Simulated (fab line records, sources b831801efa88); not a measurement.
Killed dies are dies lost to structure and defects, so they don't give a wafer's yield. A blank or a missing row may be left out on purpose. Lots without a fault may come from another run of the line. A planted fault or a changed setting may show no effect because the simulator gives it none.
A struck lot beside a sound one | flow sfq_line | 41 steps out of a route of 325
Sound: wafers L699.1, L699.2, L699.4. Struck: wafers L698.1, L698.2, L698.6. The cause comes at the end.
At each step with rows: each side's tool, then ch and its chambers, then its first start. Under that, the readings that differ: sound wafers | struck wafers | difference of the means | sigmas: that difference in standard deviations of wafers without a fault.
alike: readings whose means differ by less than 2 such deviations, and words and numbers that are the same on both sides. not compared: withheld readings, readings that some wafer has no value for, bounds like >300 that may hide the same value, and numbers for which the record gives no deviation and whose values overlap.
The two part at a step that has a row with sigmas, a row that says differs or no value, or rows on one side only. Numbers that don't overlap but have no deviation are shown without sigmas and don't part them. A reading that every wafer of one side lacks parts them only if that side has two wafers or more.

first, 6 steps without rows for these wafers: SFQ_TRILAYER_M7_LITHO_COAT_182 (resist thk 62 nm); SFQ_TRILAYER_M7_LITHO_COAT_177 (resist thk 600 nm); SFQ_TRILAYER_M7_LITHO_SOFTBAKE_181; SFQ_TRILAYER_M7_LITHO_EXPOSE_178 (exposes mask M7, target cd 500 nm); SFQ_TRILAYER_M7_LITHO_PEB_180 (peb time 60 s); SFQ_TRILAYER_M7_LITHO_DEVELOP_179 (time 60 s).
SFQ_M7_OVL_MEAS_945:
  sound on overlay-02, day 78 12:42; struck on overlay-02, day 78 07:54
  alike: M7_OVL
then, 1 step without rows for these wafers: SFQ_TRILAYER_M7_BARC_OPEN_METAL_ETCH_229 (etches BARC in O2, target depth 125 nm, time 41.7 s).
SFQ_TRILAYER_M7_ETCH_METAL_ETCH_180: etches Nb in Cl2/Ar, stops on SiO2, target depth 240 nm, time 120 s.
  sound on rie_metal-01 ch 0,1, day 78 12:48; struck on rie_metal-04 ch 0,1, day 78 08:00
  alike: drypump_motor_current_A, oes_product_au
  not compared: rf_hours_counter_h
SFQ_TRILAYER_M7_STRIP_STRIP_181: strips in O2.
  sound on rie_metal-01 ch 0,1, day 78 12:55; struck on rie_metal-04 ch 0,1, day 78 08:07
  alike: drypump_motor_current_A, oes_product_au
  not compared: rf_hours_counter_h
then, 1 step without rows for these wafers: SFQ_TRILAYER_M7_STRIP_SOLV_CLEAN_182 (cleans in NMP, time 600 s).
SFQ_TRILAYER_I7_DEP_PECVD_183: deposits SiO2 from SiH4/N2O, time 111.11 s, target thk 500 nm.
  sound on pecvd-03 ch 0,1,2, day 78 13:42; struck on pecvd-02 ch 0,2, day 78 08:55
  alike: heater_power_w, throttle_valve_pct
SFQ_TRILAYER_I7_CMP_CMP_184: polishes SiO2.
  sound on cmp-02 ch 1,2,3, day 78 13:52; struck on cmp-01 ch 1,2,3, day 78 09:59
  no value came back on the struck wafers for edge_zone_pressure_frac, head_pressure_psi (psi), motor_current_A (A), time_to_endpoint_s (s); on the sound wafers edge_zone_pressure_frac reads 1.001 0.997 0.996
  reading                                             | sound           | struck            | difference | sigmas
  model.SiO2_of_TRILAYER_I7_DEP_PECVD_183.thk_nm (nm) | 201.4 200.2 202 | 491.7 491.5 497.5 | +292.4     |
SFQ_I7_BOW_MEAS_946:
  sound on film_metro-02, day 78 16:52; struck on film_metro-02, day 78 11:59
  alike: I7_BOW
SFQ_TRILAYER_I7_METRO_MEASURE_185:
  sound on film_metro-02, day 78 16:59; struck on film_metro-02, day 78 12:07
  reading     | sound             | struck            | difference | sigmas
  thk_nm (nm) | 201.2 200.1 202.1 | 491.7 491.5 497.4 | +292.4     | +99 or more
then, 6 steps without rows for these wafers: SFQ_TRILAYER_I7_VIA_LITHO_COAT_192 (resist thk 62 nm); SFQ_TRILAYER_I7_VIA_LITHO_COAT_187 (resist thk 650 nm); SFQ_TRILAYER_I7_VIA_LITHO_SOFTBAKE_191; SFQ_TRILAYER_I7_VIA_LITHO_EXPOSE_188 (exposes mask I7, target cd 1000 nm); SFQ_TRILAYER_I7_VIA_LITHO_PEB_190 (peb time 60 s); SFQ_TRILAYER_I7_VIA_LITHO_DEVELOP_189 (time 60 s).
SFQ_I7_OVL_MEAS_947:
  sound on overlay-01, day 78 20:26; struck on overlay-02, day 78 17:37
  alike: I7_OVL
SFQ_TRILAYER_I7_VIA_BARC_OPEN_VIA_ETCH_260: etches BARC in O2, target depth 125 nm, time 41.7 s.
  sound on rie_diel-04 ch 1,2,3, day 78 20:28; struck on rie_diel-04 ch 1,2, day 78 17:40
  alike: drypump_motor_current_A, oes_product_au
  not compared: rf_hours_counter_h
SFQ_TRILAYER_I7_VIA_ETCH_VIA_ETCH_190: etches SiO2 in CHF3, stops on Nb, target depth 260 nm.
  sound on rie_diel-04 ch 1,2,3, day 78 20:30; struck on rie_diel-04 ch 1,2, day 78 17:42
  reading                        | sound             | struck            | difference | sigmas
  oes_product_au (a.u.)          | 0.855 0.855 0.864 | 1.590 1.591 1.593 | +0.733     | +99 or more
  model.I7.feature_depth_nm (nm) | 201.4 200.2 202   | 253.3 253.2 255.2 | +52.7      |
  model.etch.depth_nm (nm)       | 201.4 200.2 202   | 253.3 253.2 255.2 | +52.7      |
  alike: drypump_motor_current_A
SFQ_TRILAYER_I7_VIA_STRIP_STRIP_191: strips in O2.
  sound on rie_metal-02 ch 0,1, day 78 20:37; struck on rie_metal-01 ch 0,1, day 78 17:49
  reading                     | sound          | struck         | difference | sigmas
  drypump_motor_current_A (A) | 6.26 6.40 6.40 | 5.72 5.75 5.78 | -0.60      | -2
  alike: oes_product_au
  not compared: rf_hours_counter_h
then, 8 steps without rows for these wafers: SFQ_TRILAYER_I7_VIA_STRIP_SOLV_CLEAN_192 (cleans in NMP, time 600 s); SFQ_TRILAYER_M8_LITHO_LOR_COAT_197; SFQ_TRILAYER_M8_LITHO_LOR_BAKE_198; SFQ_TRILAYER_M8_LITHO_COAT_193 (resist thk 600 nm); SFQ_TRILAYER_M8_LITHO_SOFTBAKE_199; SFQ_TRILAYER_M8_LITHO_EXPOSE_194 (exposes mask M8, target cd 2000 nm); SFQ_TRILAYER_M8_LITHO_PEB_196 (peb time 60 s); SFQ_TRILAYER_M8_LITHO_DEVELOP_195 (img clear 15 s, time 55 s).
-- the record jumps here: 3 days lie between the struck wafers' starts before and after --
SFQ_M8_OVL_MEAS_948:
  sound on overlay-01, day 82 03:22; struck on overlay-02, day 81 23:46
  alike: M8_OVL
then, 3 steps without rows for these wafers: SFQ_TRILAYER_M8_DEP_EVAP_197 (material Ti, target thk 20 nm, time 100 s); SFQ_TRILAYER_M8_DEP_EVAP_198 (material Pt, target thk 50 nm, time 250 s); SFQ_TRILAYER_M8_DEP_EVAP_196 (material Au, target thk 180 nm, time 900 s).
SFQ_M8_RS_MEAS_949: measures by four-point-probe.
  sound on film_metro-02, day 82 04:08; struck on film_metro-02, day 82 00:32
  alike: M8_AU_RS
SFQ_M8_THK_MEAS_950: measures by xrf.
  sound on film_metro-02, day 82 04:16; struck on film_metro-02, day 82 00:40
  alike: M8_AU_THK
then, 1 step without rows for these wafers: SFQ_TRILAYER_M8_LIFTOFF_LIFTOFF_197 (chemistry NMP, time 600 s).
SFQ_M8_BOW_MEAS_951:
  sound on film_metro-03, day 82 04:30; struck on film_metro-03, day 82 00:54
  reading                 | sound             | struck            | difference | sigmas
  model.etest.i7.link_ohm | 1.048 1.055 1.058 | 1e+06 1e+06 1e+06 | +1e+06     |
  alike: M8_BOW

WHERE THEY PART
First at SFQ_TRILAYER_I7_CMP_CMP_184; last, within this record, at SFQ_TRILAYER_I7_VIA_STRIP_STRIP_191. Later steps at which nothing parts them and some readings are alike: SFQ_M8_OVL_MEAS_948, SFQ_M8_RS_MEAS_949, SFQ_M8_THK_MEAS_950, SFQ_M8_BOW_MEAS_951.

WHY: what the simulator had put in
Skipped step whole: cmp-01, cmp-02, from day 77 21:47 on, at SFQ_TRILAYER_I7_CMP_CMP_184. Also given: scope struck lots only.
